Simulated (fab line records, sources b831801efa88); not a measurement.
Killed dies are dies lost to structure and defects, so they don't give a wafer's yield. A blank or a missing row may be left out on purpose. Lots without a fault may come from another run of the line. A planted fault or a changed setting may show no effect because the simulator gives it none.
Which tool did it? | flow sky130 | 14 lots, 42 wafers sampled, at 2 steps of a route of 708

WHAT THE GAUGES READ, wafer by wafer
SKY_SONOS_ONO_THK_MEAS_01.
lot  | measured     | on            | SONOS_ONO_OXIDATION_THK (nm)
L273 | day 11 06:08 | film_metro-04 | 2.58 2.64 2.64
L277 | day 12 13:35 | film_metro-04 | 2.87 2.82 2.79 2.89 2.85 2.74
L278 | day 12 23:26 | film_metro-04 | 2.84 2.91 2.82 2.77 2.88 2.80
L280 | day 13 10:53 | film_metro-04 | 2.94 2.84 2.93 2.88 2.86 2.88
L283 | day 14 12:15 | film_metro-04 | 2.65 2.58 2.61
L287 | day 15 20:35 | film_metro-02 | 2.60 2.65 2.69
L288 | day 16 09:04 | film_metro-03 | 2.65 2.57 2.57
L289 | day 16 19:05 | film_metro-02 | 2.63 2.61 2.72
L290 | day 17 09:09 | film_metro-02 | 2.69 2.71 2.68
L291 | day 17 09:12 | film_metro-03 | 2.57 2.66 2.64
L292 | day 17 11:47 | film_metro-04 | 2.54 2.68 2.59
L293 | day 18 02:55 | film_metro-02 | 2.65 2.64 2.66
L294 | day 18 12:31 | film_metro-04 | 2.69 2.62 2.68
L295 | day 18 16:53 | film_metro-02 | 2.53 2.62 2.55

WHICH TOOL RAN EACH LOT (tool, then ch and the chambers of the sampled wafers, then the start)
lot  | SKY_SONOS_ONO_OXIDATION_00
L273 | furnace-01 ch 0, day 11 04:47
L277 | furnace-02 ch 0, day 12 12:14
L278 | furnace-02 ch 0, day 12 22:05
L280 | furnace-02 ch 0, day 13 09:31
L283 | furnace-01 ch 0, day 14 10:54
L287 | furnace-02 ch 0, day 15 19:13
L288 | furnace-01 ch 0, day 16 07:43
L289 | furnace-01 ch 0, day 16 17:43
L290 | furnace-02 ch 0, day 17 07:49
L291 | furnace-02 ch 0, day 17 07:49
L292 | furnace-01 ch 0, day 17 10:26
L293 | furnace-02 ch 0, day 18 01:34
L294 | furnace-02 ch 0, day 18 11:08
L295 | furnace-02 ch 0, day 18 15:32
- SKY_SONOS_ONO_OXIDATION_00: stabilise 600 s, purge 300 s, target thk 2.6 nm.

WHAT THE TOOLS THEMSELVES READ (means of the sampled wafers that have a number; where no wafer has one, the mark that the record gives instead)
SKY_SONOS_ONO_OXIDATION_00.
lot  | tool       | ramp_up_c_per_min | spike_tc_bottom_C (C) | spike_tc_centre_C (C) | spike_tc_lower_C (C) | spike_tc_top_C (C) | spike_tc_upper_C (C) | tube_center_temp_C (C) | tube_center_temp_C_max | zone_power_upper_pct (%)
L273 | furnace-01 | 9.9997            | 824                   | 802.3                 | 799.7                | 813.4              | 800.5                | 800                    | 802.2                  | 13.5
L277 | furnace-02 | 10.0009           | 820                   | 806.8                 | 806.1                | 820.8              | 805.2                | 805                    | 807.0                  | 14.4
L278 | furnace-02 | 10.0004           | 822                   | 805.3                 | 806.9                | 821.8              | 805.5                | 805                    | 807.0                  | 14.3
L280 | furnace-02 | 10.0009           | 821                   | 806.2                 | 805.6                | 821.0              | 804.3                | 805                    | 807.9                  | 14.5
L283 | furnace-01 | 10.0013           | 825                   | 801.4                 | 798.8                | 813.9              | 800.5                | 800                    | 802.1                  | 13.6
L287 | furnace-02 | 10.0005           | 816                   | 800.6                 | 802.3                | 816.2              | 801.2                | 800                    | 802.0                  | 14.2
L288 | furnace-01 | 9.9985            | 824                   | 801.4                 | 798.0                | 813.0              | 799.8                | 800                    | 802.1                  | 13.5
L289 | furnace-01 | 9.9990            | 824                   | 801.7                 | 798.0                | 813.1              | 800.7                | 800                    | 802.1                  | 13.7
L290 | furnace-02 | 10.0000           | 816                   | 801.6                 | 802.1                | 816.9              | 800.3                | 800                    | 802.3                  | 14.1
L291 | furnace-02 | 10.0013           | 816                   | 801.5                 | 800.4                | 816.6              | 799.5                | 800                    | 802.1                  | 14.3
L292 | furnace-01 | 9.9992            | 824                   | 801.2                 | 798.8                | 812.3              | 799.8                | 800                    | 801.9                  | 13.6
L293 | furnace-02 | 10.0002           | 817                   | 801.3                 | 802.6                | 816.5              | 800.6                | 800                    | 802.6                  | 14.3
L294 | furnace-02 | 10.0007           | 815                   | 800.0                 | 802.1                | 815.9              | 800.2                | 800                    | 801.8                  | 14.3
L295 | furnace-02 | 10.0017           | 816                   | 801.4                 | 801.3                | 815.6              | 800.1                | 800                    | 802.1                  | 14.2

THE ANSWER, worked out from the rows above alone
Rule: what is usual is taken from the lots themselves. Put in order of their means at a reading, lots are off if they are a third of the lots or fewer, leave a main group of 4 or more, and stand apart from it by a gap of 3 or more times the standard deviation of the main group's means; of several such gaps the widest counts. A main group whose means are all the same, to the digits that the tables above print for the reading, isn't used. A lot without any number at a reading at which 4 lots or more have one is off too. The other lots that the step has rows for count as sound. The gauges are gone through in route order, then the tools' own readings, and for those a lot's mean is taken as printed above. The first step at which some lot is off is used, and at that step the reading that is off furthest; a lot without a number counts as furthest.
Off: L277, L278, L280, at SKY_SONOS_ONO_THK_MEAS_01 (SONOS_ONO_OXIDATION_THK). The main group: mean 2.63 nm, standard deviation 0.034.
A tool fits if, at a process step before that reading, it ran every lot that is off, and no sound lot after the first of them. The gauges at SKY_SONOS_ONO_THK_MEAS_01 aren't tried: what is off there is off at SKY_SONOS_ONO_OXIDATION_00 too, on other tools, and a gauge's error can't cause that. None of those tried fits.

WHAT THE SIMULATOR HAD PUT IN
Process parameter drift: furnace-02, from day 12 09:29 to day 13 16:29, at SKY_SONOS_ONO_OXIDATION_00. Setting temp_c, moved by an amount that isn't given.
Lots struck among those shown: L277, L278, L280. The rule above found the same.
